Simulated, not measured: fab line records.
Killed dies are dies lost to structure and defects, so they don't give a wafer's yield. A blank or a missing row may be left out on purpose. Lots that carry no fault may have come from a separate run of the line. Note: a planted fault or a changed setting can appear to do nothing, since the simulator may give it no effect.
Comparing a struck lot with a sound one ; flow sky130 ; 31 out of 708 route steps
Sound: wafers L410.2, L410.3, L410.4. Wafers struck: L418.2, L418.3, L418.6. Last of all comes the cause.
Order at every step that has rows: each side's tool, ch and its chambers, its first start. Under that, the readings that differ: sound wafers ; struck wafers ; difference of the means ; sigmas: that difference in standard deviations of wafers without a fault.
alike: same words and numbers on both sides, and readings whose means sit less than 2 such deviations apart. not compared: any withheld reading, any reading some wafer has no value for, any bound like >300 that may hide the same value, and any number with overlapping values for which the record gives no deviation.
A row with sigmas, a row that says differs or no value, or rows on one side alone: a step with any of these is where the two part. Numbers that have no deviation but don't overlap get no sigmas and don't part them. A reading that every wafer of one side lacks parts them only if that side has two wafers or more.

SKY_FIELD_ISO_BOW_MEAS_00:
  sound: film-metro-04 at day 1 10:01; struck: film-metro-04 at day 3 02:01
  alike: INCOMING_BOW
then, 1 step without rows for these wafers: SKY_FIELD_ISO_OXIDATION_01 (stabilise 600 s, purge 300 s, target thk 12 nm).
SKY_FIELD_ISO_THK_MEAS_02:
  sound: film-metro-02 at day 1 11:38; struck: film-metro-02 at day 3 04:47
reading;sound;struck;difference;sigmas
FIELD_ISO_OXIDATION_00_THK (nm);11.90 11.80 11.82;12.29 12.48 12.43;+0.56;+3
SKY_FIELD_ISO_CVD_03: deposits Si3N4 from DCS/NH3, target thk 165 nm, time 2830 s.
  sound on lpcvd-02 ch 1, day 1 11:41; struck on lpcvd-02 ch 1, day 3 04:50
reading;sound;struck;difference;sigmas
pressure-mtorr (mTorr);249.5 249.5 249.6;200.6 200.2 200.9;-49.0;-99 or more
model.Si3N4_of_FIELD_ISO_CVD_03.thk-nm (nm);164.2 165.2 164.3;156.2 155.9 154.7;-9.0;
SKY_FIELD_ISO_THK_MEAS_04:
  sound: film-metro-04 at day 1 13:29; struck: film-metro-04 at day 3 06:38
reading;sound;struck;difference;sigmas
FIELD_ISO_CVD_03_THK (nm);164.3 165.2 164.3;156.3 155.8 154.7;-9.0;-8
then, 8 steps without rows for these wafers: SKY_FIELD_ISO_DEHYDRATE_05 (time 60 s); SKY_FIELD_ISO_HMDS_06 (prime time 60 s); SKY_FIELD_ISO_COAT_07 (resist thk 60 nm); SKY_FIELD_ISO_COAT_08 (resist thk 450 nm); SKY_FIELD_ISO_SOFTBAKE_09 (time 90 s); SKY_FIELD_ISO_EXPOSE_10 (exposes mask FOM, target cd 150 nm); SKY_FIELD_ISO_PEB_11; SKY_FIELD_ISO_DEVELOP_12 (develop time 60 s).
SKY_FIELD_ISO_CD_MEAS_13: the cd target is 150 nm.
  sound: cd-sem-02 at day 2 03:44; struck: cd-sem-02 at day 3 22:43
  alike: cd-nm
SKY_FIELD_ISO_ETCH_14: etches BARC in N2/H2, stops on SiO2, time 45.9 s, target depth 60 nm.
  sound on rie-diel-03 ch 0,2,3, day 2 03:50; struck on rie-diel-01 ch 1,3, day 3 22:49
  alike: drypump-motor-current-A, n2-flow-sccm, oes-product-au, throttle-valve-pct
  not compared: rf-hours-counter-h
SKY_FIELD_ISO_ETCH_15: etches the open film in CHF3/O2, stops on Si, target depth 180 nm, time 72 s.
  sound on rie-diel-03 ch 0,2,3, day 2 03:53; struck on rie-diel-01 ch 1,3, day 3 22:51
reading;sound;struck;difference;sigmas
oes-product-au (a.u.);0.946 0.941 0.948;0.915 0.912 0.906;-0.034;-6
model.etch.depth-nm (nm);164.2 165.2 164.3;156.2 155.9 154.7;-9.0;
  alike: drypump-motor-current-A, throttle-valve-pct
  not compared: rf-hours-counter-h
SKY_FIELD_ISO_STRIP_16: strips in O2/N2.
  sound on plasma-asher-04 ch 0,1, day 2 03:56; struck on plasma-asher-01 ch 0,1, day 3 22:55
  alike: drypump-motor-current-A, n2-flow-sccm, oes-product-au, strip-time-to-endpoint-s
  not compared: rf-hours-counter-h
SKY_FIELD_ISO_ETCH_17: etches Si in HBr/Cl2/O2, target depth 342 nm, time 97.7 s.
  sound on rie-si-02 ch 1,2,3, day 2 04:02; struck on rie-si-01 ch 0,1,3, day 3 23:01
  alike: drypump-motor-current-A, oes-product-au, throttle-valve-pct
  not compared: rf-hours-counter-h
then, 5 steps without rows for these wafers: SKY_FIELD_ISO_WET_ETCH_18 (etches Si3N4 in H3PO4, target depth 25 nm, time 286 s); SKY_FIELD_ISO_CLEAN_19 (cleans in SC1/SC2, time 150 s); SKY_FIELD_ISO_CLEAN_20 (cleans in dHF, time 20 s); SKY_FIELD_ISO_WET_ETCH_21 (etches SiO2 in dHF, target depth 20 nm, time 400 s); SKY_FIELD_ISO_OXIDATION_22 (stabilise 600 s, purge 300 s, target thk 10 nm).
SKY_FIELD_ISO_THK_MEAS_23:
  sound: film-metro-02 at day 2 05:34; struck: film-metro-04 at day 4 02:50
  alike: FIELD_ISO_OXIDATION_01_THK
then, 1 step without rows for these wafers: SKY_FIELD_ISO_CVD_24 (deposits SiO2, target thk 595 nm, time 99.2 s).
SKY_FIELD_ISO_THK_MEAS_25:
  sound: film-metro-04 at day 2 05:41; struck: film-metro-04 at day 4 03:01
  alike: FIELD_ISO_CVD_24_THK
then, 1 step without rows for these wafers: SKY_FIELD_ISO_ANNEAL_26 (time 1800 s).
SKY_FIELD_ISO_CMP_27: polishes, stops on Si3N4, t overpolish 16 s, target thk 457.8 nm.
  sound on cmp-02 ch 0,1,2, day 2 08:35; struck on cmp-01 ch 0,3, day 4 04:34
reading;sound;struck;difference;sigmas
motor-current-A (A);14.2 13.5 15.0;11.5 10.9 11.3;-3.0;-2
  alike: edge-zone-pressure-frac
SKY_FIELD_ISO_WET_ETCH_28: etches SiO2 in dHF, target depth 23.7 nm, time 47 s.
  sound on wet-bench-02 ch 0, day 2 08:53; struck on wet-bench-01 ch 0, day 4 04:52
reading;sound;struck;difference;sigmas
model.Si3N4_of_FIELD_ISO_CVD_03.thk-nm (nm);116.9 117.9 117.2;108.6 108.2 107.4;-9.3;
then, 1 step without rows for these wafers: SKY_FIELD_ISO_WET_ETCH_29 (etches Si3N4 in H3PO4, target depth 160 nm, time 1825 s).
-- the record jumps here: 44 days lie between the struck wafers' starts before and after (it left off in module FIELD_ISO and takes up again in module PAD_OPEN, whose first step shown is number 708 of the route) --
SKY_PAD_OPEN_PROBE_99:
  sound: prober-01 at day 45 13:52; struck: prober-02 at day 47 21:24
reading;sound;struck;difference;sigmas
model.etest.cap-li-to-poly.c-af-um2;97.08 100.3 98.06;92.52 96.35 96.79;-3.26;
model.etest.field-n.vt-v (V);36.16 36.05 35.44;34.37 34.76 32.95;-1.86;
  alike: killed_at_M0_to_M3, killed_at_M4_up, killed-at-contacts, killed-at-front-end, killed-at-other, killed-dies, killed-open, killed-short
  not compared: model.etest.cap-poly-to-well.c-af-um2, model.etest.sram-nfet-pass.off-log10-a-um

== WHERE THEY PART ==
Last at SKY_FIELD_ISO_CMP_27 as far as this record goes, first at SKY_FIELD_ISO_THK_MEAS_02. Later steps at which nothing parts them and some readings are alike: SKY_PAD_OPEN_PROBE_99.

WHY: the cause the simulator had injected
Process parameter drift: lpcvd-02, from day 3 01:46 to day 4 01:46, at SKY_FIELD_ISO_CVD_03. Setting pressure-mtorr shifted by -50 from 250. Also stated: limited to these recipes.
